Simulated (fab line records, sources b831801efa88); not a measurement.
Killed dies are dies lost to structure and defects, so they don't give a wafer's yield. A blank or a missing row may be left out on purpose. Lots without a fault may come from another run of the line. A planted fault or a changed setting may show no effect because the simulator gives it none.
Problem report in the 8D (eight disciplines) form, filled by code | flow gf180mcu | the parts of the form that need people (team, actions taken, sign-off) are left out

1. THE PROBLEM
dose_ions_cm2 at GF_HV_LDD_IMPLANT_36 reads a mean of 6.844e+12 on 6 wafers of 2 lots; wafers without a fault read 7.499e+12 with a standard deviation of 8.1e+09. That is -81 standard deviations from the usual mean.
First seen on wafer L399.1, day 14 09:44, on implanter-01. The record holds 42 wafers of 14 lots with a number at this step. Rule for "out", or "out of limits": more than 4 standard deviations from the usual mean. The other wafers with a number count as sound.

2. WHAT IT IS AND WHAT IT IS NOT
question                    | is                                | is not
which readings at this step | dose_ions_cm2, faraday_current_uA | -
which lots                  | L399, L401                        | L390, L391, L392, L393, L394, L396, L397, L398, L409, L410, L411, L412
which wafers of those lots  | all that have a number            | -
read on which tools         | implanter-01                      | implanter-03, implanter-04
when                        | from day 14 09:44                 | up to then (24 sound wafers); but 12 sound wafers of L409, L410, L411, L412 came after

3. SUSPECTS, AND WHAT RULES EACH OUT
Counting: a tool at a process step up to the reading stays a suspect if it ran every lot that is out and no sound lot after the first of them.
- implanter-01 at GF_HV_LDD_IMPLANT_36: ruled out as a lasting fault. Sound lots L409 ran on it after its first lot that is out, L399 (day 14 09:44).
Left after counting: nothing in the record.

4. THE CAUSE (what the simulator had put in)
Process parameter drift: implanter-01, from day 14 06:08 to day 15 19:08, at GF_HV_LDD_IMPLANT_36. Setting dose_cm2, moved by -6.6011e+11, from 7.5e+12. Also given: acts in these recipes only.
Counting ruled it out, wrongly.

5. THE CHAIN OF EFFECTS, in route order
Each row: a reading whose mean over the struck wafers that have a number lies more than 3 standard deviations from the usual. Only readings for which the record gives a usual standard deviation are gone through. hours: the time from each lot's start at the first step in this table that gives one to its start at this step, as a median over the lots. sigmas: the change in usual standard deviations.
hours | step                 | reading            | usual     | on struck wafers | change     | sigmas
0     | GF_HV_LDD_IMPLANT_36 | dose_ions_cm2      | 7.499e+12 | 6.844e+12        | -6.552e+11 | -81
0     | GF_HV_LDD_IMPLANT_36 | faraday_current_uA | 42.4      | 38.6             | -3.8       | -5.6
The process steps in it:
- GF_HV_LDD_IMPLANT_36
Later measuring or inspecting steps at which every struck wafer that the step has a row for has a number for every such reading, and none has moved that far: GF_HV_LDD_TW_MEAS_50.

6. WHAT WOULD HAVE CAUGHT IT SOONER
In this record the first reading out of limits was taken at day 14 09:44, 4 hours after the fault began at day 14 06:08.
